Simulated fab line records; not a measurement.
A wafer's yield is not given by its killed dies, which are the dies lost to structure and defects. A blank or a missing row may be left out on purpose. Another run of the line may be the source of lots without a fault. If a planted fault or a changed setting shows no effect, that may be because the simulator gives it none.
What tool caused it?	flow sky130	14 lots, 42 wafers sampled, at 2 steps of a route of 708

## WHAT EACH GAUGE READ, for each wafer
SKY_VT_ADJUST_LVTN_OVL_MEAS_18.
lot	measured	on	VT_ADJUST_LVTN_01_OVL (nm)
L825	day 7 16:17	overlay-01	1.4 2.3 2.0
L826	day 8 00:08	overlay-01	1.7 1.5 1.9
L827	day 8 09:05	overlay-02	0.6 1.5 -1.1
L830	day 9 04:23	overlay-01	-1.2 -0.4 -0.4
L832	day 9 17:01	overlay-01	0.1 1.0 1.3
L833	day 10 00:40	overlay-02	0.0 -1.0 -0.2
L835	day 10 06:55	overlay-02	-1.5 -1.7 0.9
L836	day 10 20:04	overlay-02	1.2 0.1 2.7
L838	day 11 09:06	overlay-01	0.2 0.1 0.0
L840	day 11 22:26	overlay-01	0.7 -0.3 -0.6
L843	day 13 02:59	overlay-01	-1.3 0.9 -1.3
L846	day 14 07:58	overlay-01	-1.8 1.0 -0.4
L848	day 14 11:44	overlay-02	-0.2 -0.2 -0.5
L847	day 14 16:29	overlay-02	1.8 -0.8 -1.0

## WHAT TOOL EACH LOT RAN ON (gives the tool, then ch and the chambers of the sampled wafers, and finally the start)
lot	SKY_NWELL_STRIP_25
L825	plasma_asher-03 ch 0,1, day 5 08:04
L826	plasma_asher-03 ch 0,1, day 5 15:16
L827	plasma_asher-03 ch 0,1, day 5 22:52
L830	plasma_asher-04 ch 0,1, day 6 14:58
L832	plasma_asher-03 ch 0,1, day 7 01:25
L833	plasma_asher-04 ch 0,1, day 7 09:49
L835	plasma_asher-04 ch 0,1, day 7 14:55
L836	plasma_asher-02 ch 0,1, day 8 02:13
L838	plasma_asher-03 ch 0,1, day 8 13:46
L840	plasma_asher-03 ch 0, day 9 03:05
L843	plasma_asher-02 ch 0,1, day 10 03:55
L846	plasma_asher-03 ch 0,1, day 11 06:34
L848	plasma_asher-04 ch 1, day 11 09:07
L847	plasma_asher-02 ch 0,1, day 11 14:07
- SKY_NWELL_STRIP_25: strips in O2/N2.

## AS READ BY THE TOOLS THEMSELVES (means over the sampled wafers that have a number; for cases with no such wafer, the mark the record gives instead)
SKY_NWELL_STRIP_25.
lot	tool	chamber_pressure_mTorr (mTorr)	drypump_motor_current_A (A)	oes_product_au (a.u.)	strip_time_to_endpoint_s (s)
L825	plasma_asher-03	1501.0	5.8	0.724	37.02
L826	plasma_asher-03	1501.0	5.8	0.727	36.97
L827	plasma_asher-03	1500.1	6.2	0.722	36.88
L830	plasma_asher-04	1501.7	5.4	0.718	36.87
L832	plasma_asher-03	1499.3	6.2	0.724	36.99
L833	plasma_asher-04	1501.7	5.8	0.722	36.99
L835	plasma_asher-04	1499.2	5.8	0.725	37.20
L836	plasma_asher-02	1498.8	5.8	0.721	36.92
L838	plasma_asher-03	1499.7	6.2	0.720	36.95
L840	plasma_asher-03	1498.0	5.5	0.725	36.78
L843	plasma_asher-02	1501.0	5.8	0.725	36.99
L846	plasma_asher-03	1499.4	5.8	0.722	37.17
L848	plasma_asher-04	1499.8	5.1	0.722	36.90
L847	plasma_asher-02	1500.2	5.7	0.717	36.89

## THE ANSWER, worked out from the rows above alone
Rule: what is usual is taken from the lots themselves. Put in order of their means at a reading, lots are off if they are a third of the lots or fewer, leave a main group of 4 or more, and stand apart from it by a gap of 3 or more times the standard deviation of the main group's means; of several such gaps the widest counts. Not used: any main group whose means are identical at the precision the tables above print for the reading. A lot without any number at a reading at which 4 lots or more have one is off too. All remaining lots with rows at the step are treated as sound. The gauges are gone through in route order, then the tools' own readings, and for those a lot's mean is taken as printed above. The first step at which some lot is off is used, and at that step the reading that is off furthest; a lot without a number counts as furthest.
No lot is off at any reading shown: from this, nothing can be told.

## WHAT WAS PUT IN BY THE SIMULATOR
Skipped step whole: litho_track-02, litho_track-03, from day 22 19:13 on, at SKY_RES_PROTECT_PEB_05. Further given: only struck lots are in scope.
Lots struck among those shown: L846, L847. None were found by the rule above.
